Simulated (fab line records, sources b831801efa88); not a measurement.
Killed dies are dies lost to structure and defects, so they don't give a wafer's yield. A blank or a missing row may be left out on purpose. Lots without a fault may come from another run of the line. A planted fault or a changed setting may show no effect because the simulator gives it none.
A struck lot beside a sound one | flow gf180mcu | 18 steps out of a route of 602
Sound: wafers L694.1, L694.4, L694.5. Struck: wafers L705.2, L705.5, L705.6. The cause comes at the end.
At each step with rows: each side's tool, then ch and its chambers, then its first start. Under that, the readings that differ: sound wafers | struck wafers | difference of the means | sigmas: that difference in standard deviations of wafers without a fault.
alike: readings whose means differ by less than 2 such deviations, and words and numbers that are the same on both sides. not compared: withheld readings, readings that some wafer has no value for, bounds like >300 that may hide the same value, and numbers for which the record gives no deviation and whose values overlap.
The two part at a step that has a row with sigmas, a row that says differs or no value, or rows on one side only. Numbers that don't overlap but have no deviation are shown without sigmas and don't part them. A reading that every wafer of one side lacks parts them only if that side has two wafers or more.

GF_POLY_GATE_OVL_MEAS_11:
  sound on overlay-01, day 9 20:14; struck on overlay-01, day 12 19:10
  alike: POLY_GATE_OVL
GF_POLY_GATE_ETCH_12: etches BARC in N2/H2.
  sound on rie_diel-03 ch 1,2, day 9 20:16; struck on rie_diel-01 ch 2,3, day 12 19:11
  alike: drypump_motor_current_A, h2_flow_sccm, oes_product_au, throttle_valve_pct
GF_POLY_GATE_ETCH_13: etches poly-Si in HBr/Cl2, stops on SiO2, target depth 198.5 nm, time 69.6 s.
  sound on rie_si-02 ch 0,2, day 9 20:19; struck on rie_si-01 ch 0,1, day 12 19:14
  alike: drypump_motor_current_A, oes_product_au, throttle_valve_pct
  not compared: rf_hours_counter_h
GF_POLY_GATE_STRIP_14: strips in O2/N2.
  sound on plasma_asher-04 ch 0,1, day 9 20:22; struck on plasma_asher-04 ch 0,1, day 12 19:17
  alike: drypump_motor_current_A, heater_power_w, oes_product_au, platen_temp_c
  not compared: rf_hours_counter_h
then, 2 steps without rows for these wafers: GF_POLY_GATE_CLEAN_15 (cleans in SC1/SC2, time 150 s); GF_POLY_GATE_OXIDATION_16 (stabilise 600 s, purge 300 s, target thk 4 nm).
GF_POLY_GATE_THK_MEAS_17:
  sound on film_metro-04, day 9 22:11; struck on film_metro-01, day 12 21:23
  alike: POLY_GATE_OXIDATION_THK
GF_POLY_GATE_CD_MEAS_18:
  sound on cd_sem-01, day 9 22:15; struck on cd_sem-01, day 12 21:28
  alike: cd_nm
then, 4 steps without rows for these wafers: GF_HV_LDD_DEHYDRATE_00 (time 60 s); GF_HV_LDD_HMDS_01 (prime time 60 s); GF_HV_LDD_COAT_02 (resist thk 1000 nm); GF_HV_LDD_SOFTBAKE_03 (time 60 s).
GF_HV_LDD_EXPOSE_04: exposes mask Nplus LV AREA, target cd 400 nm.
  sound on iline_stepper-02 ch 0, day 10 06:56; struck on iline_stepper-02 ch 0, day 13 07:48
  reading                        | sound                | struck            | difference | sigmas
  model.HV_LDD.overlay_x_nm (nm) | 0.5069 0.5069 0.5069 | 301.5 301.5 301.5 | +301.0     |
  alike: mask
then, 2 steps without rows for these wafers: GF_HV_LDD_PEB_05; GF_HV_LDD_DEVELOP_06 (develop time 60 s).
GF_HV_LDD_CD_MEAS_07: target cd 400 nm.
  sound on cd_sem-01, day 10 15:14; struck on cd_sem-01, day 13 17:50
  alike: cd_nm
GF_HV_LDD_OVL_MEAS_08:
  sound on overlay-01, day 10 15:21; struck on overlay-01, day 13 18:08
  reading         | sound        | struck            | difference | sigmas
  HV_LDD_OVL (nm) | 1.7 0.0 -1.0 | 303.1 302.4 302.6 | +302.5     | +99 or more
  not compared: hold
GF_PASSIVATION_PROBE_99:
  the record has rows for the sound wafers here (prober-02, day 29 12:38) and none for the struck ones

WHERE THEY PART
First at GF_HV_LDD_OVL_MEAS_08; last, within this record, at GF_PASSIVATION_PROBE_99.

WHY: what the simulator had put in
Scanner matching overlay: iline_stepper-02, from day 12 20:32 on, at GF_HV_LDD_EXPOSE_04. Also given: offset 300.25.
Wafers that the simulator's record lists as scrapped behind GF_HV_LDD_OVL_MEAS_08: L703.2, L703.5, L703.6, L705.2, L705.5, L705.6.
